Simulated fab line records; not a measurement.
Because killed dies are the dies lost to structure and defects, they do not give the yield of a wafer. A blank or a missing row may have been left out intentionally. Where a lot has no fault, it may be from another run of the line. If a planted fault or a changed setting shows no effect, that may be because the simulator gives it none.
Matching of chambers | flow gf180mcu | GF_MIM_CVD_05 on pecvd-01: 3 sister chambers
The step deposits Si3N4, target thk 42 nm, time 29.086 s. 3 wafers are shown with their chamber, then 7 later ones without.

## WAFERS, EACH WITH ITS CHAMBER
wafer  | chamber | heaterPowerW (W)
L655.5 | 0       | 576
L658.2 | 1       | 571
L658.3 | 2       | 864

## WAFERS WITHOUT THEIR CHAMBER
wafer  | heaterPowerW (W)
L658.6 | 548
L659.1 | 662
L659.4 | 791
L659.6 | 677
L661.2 | 685
L661.3 | 567
L661.4 | 841

## WHICH CHAMBER EACH ONE RAN IN
wafer  | from the rows above          | in truth
L658.6 | can't be placed: 1 or 0      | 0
L659.1 | can't be placed: 0 or 1 or 2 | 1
L659.4 | can't be placed: 2 or 0      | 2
L659.6 | can't be placed: 0 or 1 or 2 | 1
L661.2 | can't be placed: 0 or 1 or 2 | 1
L661.3 | can't be placed: 1 or 0      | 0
L661.4 | 2                            | 2
Correctly placed: 1 of 7. Can't be placed from these rows: 6 (the true chamber is among the candidates in 6). Number placed wrongly: 0.
How it was worked out, from the rows above alone: a wafer's distance from a chamber is the root of the sum, over the readings, of the square of ((its reading less the chamber's mean) divided by the reading's scatter). The wafer belongs to the nearest chamber; if the next one is less than 2 further off, it can't be placed. Each chamber's mean is taken over the wafers shown for it. The scatter (one wafer shown for each chamber): square how far every hidden wafer sits from the nearest shown wafer, average those squares and take the square root.
